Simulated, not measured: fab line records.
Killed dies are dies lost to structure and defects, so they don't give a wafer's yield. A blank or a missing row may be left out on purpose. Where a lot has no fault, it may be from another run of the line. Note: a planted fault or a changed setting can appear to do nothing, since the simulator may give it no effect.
fab line records	flow sky130
record lots=5	wafers=15	last_day=49
route steps=708 shown POLY_GATE@231 LDD_N@237
lots that met no fault: from a run of the same line without faults
start_h: hours from the record's opening day to when the first of the lot's shown wafers began	wait_h: how many hours have passed since the lot's step before this one	" as in the row above	L1.1+2: a row that stands for several wafers	- value missing, or start not given	* or withheld: withheld	< > ~ a bound
route shown NAME@n: names a module that has steps shown in the file, with the first one's number in the route	usual: average and standard deviation across the fault-free wafers	same: alike in all rows	chamber/n: place in a boat	sites: readings site by site	_std_site: standard deviation of those values	_edge_site: outer sites' mean less inner sites'	radius_mm: how far each site lies from the wafer's centre	mask NAME#n: copy n	behind: tool/chamber where the wafer was last shaped	hold: why the lot was held/for how many hours/how that ended	device: which transistor (n, p or np) failed to switch	end of line: the route-end tests of the same wafers	a step given without rows: its recipe and nothing more	killed: the dies lost at the first sort to structure and to defects; this is not the yield of the wafer	map: the dies of a wafer, with x for killed, . for not killed, _ for no die there
set.NAME: the setting the step ran with; set.NAME@STEP: the setting that earlier step ran with	model.NAME: the simulator's own value behind a step, which no gauge read
lots at some steps of the route; a table a step, a row a wafer
services: the hour from which a tool's chamber was out of use, counted from the record's first day as start_h (under 0 if before that day), plus the number of hours and why
## steps
# step SKY_POLY_GATE_ETCH_17
# recipe target_depth_nm=180	stop_on=SiO2	over_etch_frac=0.56667	chemistry=HBr/Cl2	target=poly-Si	icp_w=400	bias_w=100	pressure_mtorr=10	HBr_flow_sccm=150	Cl2_flow_sccm=50	time_s=70.5
# usual drypump_motor_current_A=5.7/0.49	oes_product_au=0.987/0.008	throttle_valve_pct=33.684/0.0087
# same time_s=70.5
lot.wafer	tool	chamber	start_h	wait_h	drypump_motor_current_A	oes_product_au	rf_hours_counter_h	throttle_valve_pct
L081.1	rie_si-01	0	432.62	0.0	4.9	0.992	0	33.680
L081.2	"	1	"	"	6.1	0.977	57	33.692
L081.3	"	3	"	"	6.1	0.982	1	33.676
L082.1	rie_si-02	2	443.56	0.0	5.8	0.984	4	33.660
L082.2	"	1	"	"	5.5	0.991	1	33.682
L082.3	"	0	"	"	6.3	0.989	2	33.668
L084.1	rie_si-01	1	458.66	0.0	6.1	0.980	57	33.690
L084.2	"	3	"	"	6.1	0.989	2	33.674
L084.4	"	2	"	"	5.3	1.003	52	33.680
L091.2	rie_si-02	3	525.91	0.0	6.0	0.989	3	33.691
L091.3	"	2	"	"	5.8	0.984	4	33.680
L091.6	"	0	"	"	6.3	0.989	-	33.698
L093.2	rie_si-01	3	532.22	0.0	6.1	0.983	2	33.687
L093.3	"	0	"	"	4.9	0.993	1	33.678
L093.5	"	0	"	"	4.9	0.991	-	33.674
# step SKY_POLY_GATE_STRIP_18
# recipe chemistry=O2/N2	power_w=1400	pressure_mtorr=1500	platen_temp_c=withheld	o2_flow_sccm=3000	n2_flow_sccm=300	overash_fraction=0.5
# usual drypump_motor_current_A=5.73/0.17	oes_product_au=0.361/0.0047	strip_time_to_endpoint_s=3.169/0.029
lot.wafer	tool	chamber	start_h	wait_h	drypump_motor_current_A	oes_product_au	rf_hours_counter_h	strip_time_to_endpoint_s
L081.1	plasma_asher-02	0	432.68	0.0	5.60	0.357	30	3.202
L081.2	"	1	"	"	5.85	0.362	30	3.211
L081.3	"	0	"	"	5.61	0.358	-	3.196
L082.1	plasma_asher-03	1	443.61	0.0	5.37	0.361	77	3.174
L082.2	"	0	"	"	5.86	0.365	77	3.198
L082.3	"	0	"	"	5.81	0.359	-	3.159
L084.1	plasma_asher-02	0	458.71	0.0	5.61	0.356	32	3.157
L084.2	"	1	"	"	5.87	0.345	32	3.116
L084.4	"	1	"	"	5.89	0.362	-	3.172
L091.2	plasma_asher-03	1	525.96	0.0	5.36	0.364	85	3.101
L091.3	"	1	"	"	5.41	0.360	-	3.135
L091.6	"	0	"	"	5.82	0.350	-	3.085
L093.2	plasma_asher-02	1	532.27	0.0	5.91	0.362	40	3.215
L093.3	"	1	"	"	5.87	0.359	-	3.176
L093.5	"	0	"	"	5.62	0.357	-	3.173
# step SKY_POLY_GATE_CLEAN_19
# recipe chemistry=SC1/SC2	mix=1:4:20	temp_c=70	time_s=150	dry=n2_spin
# same time_s=150
lot.wafer	tool	chamber	start_h	wait_h
L081.1+2+3	wet_bench-03	2	432.78	0.1
L082.1+2+3	wet_bench-04	3	443.71	0.1
L084.1+2+4	wet_bench-04	3	458.81	0.1
L091.2+3+6	wet_bench-04	1	526.06	0.1
L093.2+3+5	wet_bench-03	0	532.37	0.1
# step SKY_POLY_GATE_OXIDATION_20
# recipe temp_c=850	ambient=O2	stabilise_s=600	purge_s=300	target_thk_a=40	ox_time_s=899
# usual ox_temp_c_max=852.6/0.64	spike_tc_centre_C=851.2/2.7	zone_power_bottom_pct=27.1/0.6
# same stabilise_s=600
lot.wafer	tool	chamber	start_h	wait_h	ox_temp_c_max	spike_tc_centre_C	zone_power_bottom_pct
L081.1	furnace-01	0	433.91	1.1	853.3	848.6	27.6
L081.2	"	0	"	"	853.2	848.3	28.1
L081.3	"	0	"	"	853.3	850.7	27.4
L082.1	furnace-02	0	445.05	1.3	851.4	854.8	26.3
L082.2	"	0	"	"	851.9	855.5	26.1
L082.3	"	0	"	"	852.9	853.9	26.2
L084.1	furnace-02	0	459.46	0.6	852.9	852.7	26.1
L084.2	"	0	"	"	851.1	853.4	26.5
L084.4	"	0	"	"	852.1	853.7	26.7
L091.2	furnace-01	0	526.17	0.0	852.4	847.4	27.4
L091.3	"	0	"	"	853.0	848.7	27.4
L091.6	"	0	"	"	853.5	849.0	27.7
L093.2	furnace-01	0	532.42	0.0	851.7	848.2	27.8
L093.3	"	0	"	"	853.1	848.6	28.3
L093.5	"	0	"	"	853.0	849.2	27.5
# step SKY_POLY_GATE_THK_MEAS_21
# recipe reads=SiO2_of_POLY_GATE_OXIDATION_20
# usual POLY_GATE_OXIDATION_THK=3.97/0.08
lot.wafer	tool	chamber	start_h	wait_h	POLY_GATE_OXIDATION_THK[nm]
L081.1	film_metro-02	-	435.16	0.0	3.90
L081.2	"	-	"	"	3.86
L081.3	"	-	"	"	3.97
L082.1	film_metro-03	-	446.30	0.0	3.81
L082.2	"	-	"	"	3.80
L082.3	"	-	"	"	3.79
L084.1	film_metro-03	-	460.71	0.0	4.01
L084.2	"	-	"	"	3.95
L084.4	"	-	"	"	3.95
L091.2	film_metro-03	-	527.43	0.0	3.94
L091.3	"	-	"	"	3.98
L091.6	"	-	"	"	3.91
L093.2	film_metro-01	-	533.68	0.0	4.02
L093.3	"	-	"	"	4.04
L093.5	"	-	"	"	4.05
# step SKY_POLY_GATE_CD_MEAS_22
# usual cd_nm=150.1/2
lot.wafer	tool	chamber	start_h	wait_h	cd_nm
L081.1	cd_sem-01	-	435.22	0.1	145.6
L081.2	"	-	"	"	146.4
L081.3	"	-	"	"	150.4
L082.1	cd_sem-02	-	446.39	0.1	149.3
L082.2	"	-	"	"	150.4
L082.3	"	-	"	"	150.2
L084.1	cd_sem-02	-	460.77	0.1	146.9
L084.2	"	-	"	"	148.2
L084.4	"	-	"	"	147.0
L091.2	cd_sem-01	-	527.51	0.1	149.6
L091.3	"	-	"	"	150.7
L091.6	"	-	"	"	150.3
L093.2	cd_sem-02	-	533.76	0.1	151.6
L093.3	"	-	"	"	148.1
L093.5	"	-	"	"	147.9
# step SKY_LDD_N_DEHYDRATE_00
# recipe temp_c=200	time_s=60
# same time_s=60
lot.wafer	tool	chamber	start_h	wait_h
L081.1+2+3	litho_track-03	0	451.03	15.8
L082.1+2+3	litho_track-04	0	460.42	14.0
L084.1+2+4	litho_track-03	0	476.48	15.7
L091.2+3+6	litho_track-03	0	542.61	15.1
L093.2+3+5	litho_track-02	0	548.49	14.7
# step SKY_LDD_N_HMDS_01
# recipe prime_time_s=60	prime_temp_c=120
lot.wafer	tool	chamber	start_h	wait_h
L081.1+2+3	litho_track-03	0	451.18	0.1
L082.1+2+3	litho_track-04	0	460.57	0.1
L084.1+2+4	litho_track-03	0	476.63	0.1
L091.2+3+6	litho_track-03	0	542.76	0.1
L093.2+3+5	litho_track-02	0	548.64	0.1
# step SKY_LDD_N_COAT_02
# recipe resist=NOVOLAK	spin_rpm=3000	resist_thk_nm=300
lot.wafer	tool	chamber	start_h	wait_h
L081.1+2+3	litho_track-03	0	451.33	0.1
L082.1+2+3	litho_track-04	0	460.72	0.1
L084.1+2+4	litho_track-03	0	476.78	0.1
L091.2+3+6	litho_track-03	0	542.91	0.1
L093.2+3+5	litho_track-02	0	548.79	0.1
# step SKY_LDD_N_SOFTBAKE_03
# recipe temp_c=90	time_s=60	resist=NOVOLAK
# same time_s=60
lot.wafer	tool	chamber	start_h	wait_h
L081.1+2+3	litho_track-03	0	451.48	0.1
L082.1+2+3	litho_track-04	0	460.87	0.1
L084.1+2+4	litho_track-03	0	476.93	0.1
L091.2+3+6	litho_track-03	0	543.06	0.1
L093.2+3+5	litho_track-02	0	548.94	0.1
# step SKY_LDD_N_EXPOSE_04
# recipe mask_id=NTM	target_cd_nm=840	na=0.6	source_shape=conventional	sigma_outer=0.6	dose_mj=110
# usual reticle_temp_C=23.00/0.099
lot.wafer	tool	chamber	start_h	wait_h	mask	reticle_temp_C
L081.1	iline_stepper-02	0	-	-	NTM#0	23.03
L081.2	"	0	"	"	NTM#0	22.83
L081.3	"	0	"	"	NTM#0	22.92
L082.1	iline_stepper-02	0	-	-	NTM#0	22.99
L082.2	"	0	"	"	NTM#0	22.95
L082.3	"	0	"	"	NTM#0	22.96
L084.1	iline_stepper-02	0	-	-	NTM#0	23.02
L084.2	"	0	"	"	NTM#0	22.91
L084.4	"	0	"	"	NTM#0	23.22
L091.2	iline_stepper-02	0	-	-	NTM#0	22.91
L091.3	"	0	"	"	NTM#0	23.03
L091.6	"	0	"	"	NTM#0	22.94
L093.2	iline_stepper-01	0	-	-	NTM#0	22.94
L093.3	"	0	"	"	NTM#0	22.99
L093.5	"	0	"	"	NTM#0	23.05
# step SKY_LDD_N_PEB_05
# recipe temp_c=withheld	time_s=*	resist=NOVOLAK
# same time_s=*
lot.wafer	tool	chamber	start_h	wait_h
L081.1+2+3	litho_track-03	0	-	-
L082.1+2+3	litho_track-04	0	-	-
L084.1+2+4	litho_track-02	0	-	-
L091.2+3+6	litho_track-02	0	-	-
L093.2+3+5	litho_track-03	0	-	-
# step SKY_LDD_N_DEVELOP_06
# recipe develop_time_s=60	dev_temp_c=23
lot.wafer	tool	chamber	start_h	wait_h
L081.1+2+3	litho_track-03	0	466.23	0.1
L082.1+2+3	litho_track-04	0	476.67	0.1
L084.1+2+4	litho_track-02	0	491.62	0.1
L091.2+3+6	litho_track-02	0	557.04	0.1
L093.2+3+5	litho_track-03	0	563.01	0.1
# step SKY_LDD_N_OVL_MEAS_07
# usual LDD_N_OVL=-0.6/1.3
lot.wafer	tool	chamber	start_h	wait_h	LDD_N_OVL[nm]
L081.1	overlay-01	-	466.38	0.1	-0.8
L081.2	"	-	"	"	-1.1
L081.3	"	-	"	"	-1.2
L082.1	overlay-01	-	476.82	0.1	-0.3
L082.2	"	-	"	"	-1.2
L082.3	"	-	"	"	-1.5
L084.1	overlay-01	-	491.77	0.1	-0.2
L084.2	"	-	"	"	-1.9
L084.4	"	-	"	"	-2.2
L091.2	overlay-02	-	557.17	0.1	-0.7
L091.3	"	-	"	"	1.3
L091.6	"	-	"	"	0.3
L093.2	overlay-02	-	563.14	0.1	-0.4
L093.3	"	-	"	"	1.5
L093.5	"	-	"	"	-1.8
# step SKY_LDD_N_IMPLANT_08
# recipe species=As	energy_kev=20	dose_cm2=7.5e+13	tilt_deg=withheld	rotation_deg=23
lot.wafer	tool	chamber	start_h	wait_h
L081.1+2+3	implanter-01	0	466.42	0.0
L082.1+2+3	implanter-03	0	476.86	0.0
L084.1+2+4	implanter-01	0	491.80	0.0
L091.2+3+6	implanter-03	0	557.23	0.0
L093.2+3+5	implanter-01	0	563.19	0.0
# step SKY_LDD_N_IMPLANT_09
# recipe species=As	energy_kev=20	dose_cm2=7.5e+13	tilt_deg=withheld	rotation_deg=113
lot.wafer	tool	chamber	start_h	wait_h
L081.1+2+3	implanter-01	0	466.57	0.1
L082.1+2+3	implanter-03	0	477.01	0.1
L084.1+2+4	implanter-01	0	491.95	0.1
L091.2+3+6	implanter-03	0	557.38	0.1
L093.2+3+5	implanter-01	0	563.34	0.1
# step SKY_LDD_N_IMPLANT_10
# recipe species=As	energy_kev=20	dose_cm2=7.5e+13	tilt_deg=withheld	rotation_deg=203
lot.wafer	tool	chamber	start_h	wait_h
L081.1+2+3	implanter-01	0	466.72	0.1
L082.1+2+3	implanter-03	0	477.16	0.1
L084.1+2+4	implanter-01	0	492.10	0.1
L091.2+3+6	implanter-03	0	557.53	0.1
L093.2+3+5	implanter-01	0	563.49	0.1
## services
tool	chamber	start_h	hours	kind
implanter-01	-	409.69	1.7	repair
rie_si-02	0	428.92	4.8	repair
implanter-01	-	431.53	6.0	repair
implanter-01	-	433.84	0.5	repair
plasma_asher-02	-	442.21	5.1	repair
furnace-01	-	443.61	3.4	pm
rie_si-01	2	446.08	6.1	repair
implanter-03	-	460.91	4.2	pm
iline_stepper-02	-	463.47	1.7	pm
rie_si-02	3	471.77	6.3	repair
plasma_asher-03	-	473.34	3.1	repair
rie_si-01	1	490.12	-	clean
rie_si-01	1	490.12	15.2	scheduled_down
rie_si-01	1	490.12	15.2	vent_cycle
plasma_asher-03	-	496.19	4.5	repair
iline_stepper-01	-	500.20	1.7	pm
iline_stepper-02	0	510.21	-	calibration
rie_si-01	2	513.49	-	clean
rie_si-01	2	513.49	15.8	scheduled_down
rie_si-01	2	513.49	15.8	vent_cycle
iline_stepper-01	-	518.33	8.1	repair
furnace-02	-	531.13	4.4	pm
implanter-03	-	558.94	0.9	repair
furnace-01	-	559.99	14.0	repair
## key
fault none
